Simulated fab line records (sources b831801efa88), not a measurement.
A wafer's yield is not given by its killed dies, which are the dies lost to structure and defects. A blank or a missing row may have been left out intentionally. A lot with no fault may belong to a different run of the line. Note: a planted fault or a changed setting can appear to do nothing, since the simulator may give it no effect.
Which tool was responsible? ; flow sfqLine ; 15 lots, 45 wafers sampled, at 5 steps of a route of 325

== WHAT THE GAUGES SHOWED, per wafer ==
The record holds no reading of a measuring or inspecting step that can be judged against a usual standard deviation.

== WHICH TOOL RAN EACH LOT (tool, then ch and the chambers of the sampled wafers, then the start) ==
lot;SFQ_TRILAYER_L0_VIA_LITHO_COAT_018;SFQ_TRILAYER_L0_VIA_BARC_OPEN_VIA_ETCH_021;SFQ_TRILAYER_I0_VIA_STRIP_STRIP_035;SFQ_TRILAYER_M3_BARC_OPEN_METAL_ETCH_100;SFQ_TRILAYER_M4_DEP_SPUTTER_091
L343;lithoTrack-02 ch 0, day 2 11:20;rieDiel-04 ch 0,2, day 4 21:59;rieMetal-02 ch 0,1, day 13 18:20;rieMetal-03 ch 0,1, day 29 17:05;pvdSputter-03, day 36 10:02
L344;lithoTrack-04 ch 0, day 2 13:48;rieDiel-01 ch 0,3, day 4 23:11;rieMetal-02 ch 0,1, day 13 22:08;rieMetal-01 ch 0,1, day 29 18:17;pvdSputter-04, day 36 13:38
L347;lithoTrack-04 ch 0, day 5 06:27;rieDiel-02 ch 0,2,3, day 8 22:34;rieMetal-03 ch 0,1, day 17 13:40;rieMetal-01 ch 0,1, day 30 19:54;pvdSputter-03, day 37 13:49
L348;lithoTrack-02 ch 0, day 5 13:16;rieDiel-01 ch 1,2, day 9 04:34;rieMetal-02 ch 0,1, day 17 22:20;rieMetal-02 ch 0,1, day 31 08:31;pvdSputter-06, day 38 05:14
L349;lithoTrack-01 ch 0, day 5 18:01;rieDiel-02 ch 1,2, day 9 09:22;rieMetal-04 ch 0,1, day 17 23:28;rieMetal-02 ch 0,1, day 31 13:19;pvdSputter-04, day 38 10:04
L350;lithoTrack-01 ch 0, day 5 23:26;rieDiel-04 ch 0,1, day 9 17:46;rieMetal-04 ch 0,1, day 18 01:40;rieMetal-03 ch 0, day 33 15:01;pvdSputter-06, day 38 12:10
L351;lithoTrack-04 ch 0, day 6 05:30;rieDiel-01 ch 0,2,3, day 10 04:34;rieMetal-04 ch 0,1, day 18 04:03;rieMetal-01 ch 0, day 33 16:13;pvdSputter-03, day 38 13:22
L352;lithoTrack-04 ch 0, day 6 11:16;rieDiel-02 ch 0,1, day 10 10:34;rieMetal-03 ch 1, day 18 08:51;rieMetal-02 ch 0,1, day 38 20:37;pvdSputter-04, day 39 12:22
L353;lithoTrack-02 ch 0, day 6 18:29;rieDiel-04 ch 0,1,3, day 10 18:07;rieMetal-04 ch 0,1, day 18 10:03;rieMetal-03 ch 0,1, day 38 23:46;pvdSputter-06, day 39 16:43
L354;lithoTrack-01 ch 0, day 7 02:47;rieDiel-01 ch 1,3, day 11 00:54;rieMetal-02 ch 0,1, day 18 13:39;rieMetal-02 ch 0,1, day 39 03:22;pvdSputter-04, day 39 19:07
L355;lithoTrack-01 ch 0, day 7 08:50;rieDiel-04 ch 0,1,3, day 11 09:44;rieMetal-04 ch 0,1, day 18 16:03;rieMetal-03 ch 1, day 44 05:53;pvdSputter-03, day 44 17:34
L358;lithoTrack-02 ch 0, day 8 07:56;rieDiel-02 ch 0,1,2, day 12 09:52;rieMetal-03 ch 0,1, day 18 22:15;rieMetal-01 ch 0,1, day 44 14:19;pvdSputter-06, day 45 03:34
L359;lithoTrack-02 ch 0, day 8 13:53;rieDiel-01 ch 0,2,3, day 12 15:52;rieMetal-03 ch 0,1, day 19 02:56;rieMetal-02 ch 0,1, day 44 16:41;pvdSputter-04, day 45 05:27
L360;lithoTrack-02 ch 0, day 8 21:02;rieDiel-01 ch 1,2,3, day 13 00:16;rieMetal-04 ch 0,1, day 19 04:03;rieMetal-03 ch 0,1, day 44 17:53;pvdSputter-03, day 45 06:39
L362;lithoTrack-02 ch 0, day 9 04:17;rieDiel-01 ch 0,3, day 13 12:10;rieMetal-03 ch 0,1, day 19 07:39;rieMetal-03 ch 0,1, day 44 21:29;pvdSputter-04, day 45 10:16
- SFQ_TRILAYER_L0_VIA_LITHO_COAT_018: resist thk 62 nm.
- SFQ_TRILAYER_L0_VIA_BARC_OPEN_VIA_ETCH_021: etches BARC in O2, target depth 125 nm, time 41.7 s.
- SFQ_TRILAYER_I0_VIA_STRIP_STRIP_035: strips in O2.
- SFQ_TRILAYER_M3_BARC_OPEN_METAL_ETCH_100: etches BARC in O2, target depth 125 nm, time 41.7 s.
- SFQ_TRILAYER_M4_DEP_SPUTTER_091: material Nb, target thk 200 nm, time 133.3 s.

== WHAT THE TOOLS THEMSELVES READ (means of the sampled wafers that have a number; where no wafer has one, the mark that the record gives instead) ==
SFQ_TRILAYER_L0_VIA_BARC_OPEN_VIA_ETCH_021.
lot;tool;drypumpMotorCurrentA (A);oesProductAu (a.u.)
L343;rieDiel-04;6.1;0.694
L344;rieDiel-01;6.0;0.687
L347;rieDiel-02;6.0;0.686
L348;rieDiel-01;4.9;0.686
L349;rieDiel-02;5.4;0.691
L350;rieDiel-04;5.9;0.685
L351;rieDiel-01;5.5;0.687
L352;rieDiel-02;5.7;0.689
L353;rieDiel-04;5.7;0.684
L354;rieDiel-01;4.8;0.684
L355;rieDiel-04;5.7;0.685
L358;rieDiel-02;5.7;0.684
L359;rieDiel-01;5.5;0.667
L360;rieDiel-01;4.9;0.668
L362;rieDiel-01;6.0;0.672

SFQ_TRILAYER_I0_VIA_STRIP_STRIP_035.
lot;tool;drypumpMotorCurrentA (A);oesProductAu (a.u.)
L343;rieMetal-02;6.1;1.004
L344;rieMetal-02;6.1;1.005
L347;rieMetal-03;5.8;1.008
L348;rieMetal-02;6.1;0.993
L349;rieMetal-04;5.9;1.011
L350;rieMetal-04;6.1;1.008
L351;rieMetal-04;5.9;1.012
L352;rieMetal-03;6.3;1.018
L353;rieMetal-04;6.1;1.009
L354;rieMetal-02;5.6;0.998
L355;rieMetal-04;6.1;1.003
L358;rieMetal-03;6.1;1.006
L359;rieMetal-03;5.8;1.017
L360;rieMetal-04;5.9;1.003
L362;rieMetal-03;6.0;1.002

SFQ_TRILAYER_M3_BARC_OPEN_METAL_ETCH_100.
lot;tool;drypumpMotorCurrentA (A);oesProductAu (a.u.)
L343;rieMetal-03;6.0;0.684
L344;rieMetal-01;5.7;0.687
L347;rieMetal-01;5.7;0.689
L348;rieMetal-02;5.6;0.683
L349;rieMetal-02;6.1;0.688
L350;rieMetal-03;5.5;0.687
L351;rieMetal-01;5.8;0.689
L352;rieMetal-02;5.6;0.684
L353;rieMetal-03;6.1;0.685
L354;rieMetal-02;6.1;0.680
L355;rieMetal-03;6.3;0.683
L358;rieMetal-01;5.7;0.691
L359;rieMetal-02;6.1;0.682
L360;rieMetal-03;5.8;0.689
L362;rieMetal-03;6.1;0.687

SFQ_TRILAYER_M4_DEP_SPUTTER_091.
lot;tool;throttleValvePct (%)
L343;pvdSputter-03;29.5
L344;pvdSputter-04;30.8
L347;pvdSputter-03;28.1
L348;pvdSputter-06;28.8
L349;pvdSputter-04;31.3
L350;pvdSputter-06;29.7
L351;pvdSputter-03;28.9
L352;pvdSputter-04;31.3
L353;pvdSputter-06;29.5
L354;pvdSputter-04;31.3
L355;pvdSputter-03;30.3
L358;pvdSputter-06;29.1
L359;pvdSputter-04;31.6
L360;pvdSputter-03;30.9
L362;pvdSputter-04;31.3

== THE ANSWER, worked out from the rows above alone ==
Rule: what is usual is taken from the lots themselves. The widest of any qualifying gaps counts: lots, ordered by their means at a reading, are off when they make up no more than a third of the lots, leave a main group of 4 or more, and stand apart from it by 3 or more times the standard deviation of that group's means. Not used: any main group whose means are identical at the precision the tables above print for the reading. Also off: a lot with no number at a reading for which 4 or more lots have one. Where the step has rows for the other lots, those lots are counted as sound. After the gauges, taken in route order, come the tools' own readings; for these a lot's mean is taken, as printed above. The first step at which some lot is off is used, and at that step the reading that is off furthest; a lot without a number counts as furthest.
Off: L359, L360, L362 (SFQ_TRILAYER_L0_VIA_BARC_OPEN_VIA_ETCH_021, oesProductAu). The main group: mean 0.687 a.u., standard deviation 0.003.
If a tool, at that step or one of the process steps before it, ran each lot that is off and ran no sound lot following the first of them, it fits. 2 tools fit, lithoTrack-02 at SFQ_TRILAYER_L0_VIA_LITHO_COAT_018 and rieDiel-01 at SFQ_TRILAYER_L0_VIA_BARC_OPEN_VIA_ETCH_021, so this cannot tell which one it is.

== WHAT WAS PUT IN BY THE SIMULATOR ==
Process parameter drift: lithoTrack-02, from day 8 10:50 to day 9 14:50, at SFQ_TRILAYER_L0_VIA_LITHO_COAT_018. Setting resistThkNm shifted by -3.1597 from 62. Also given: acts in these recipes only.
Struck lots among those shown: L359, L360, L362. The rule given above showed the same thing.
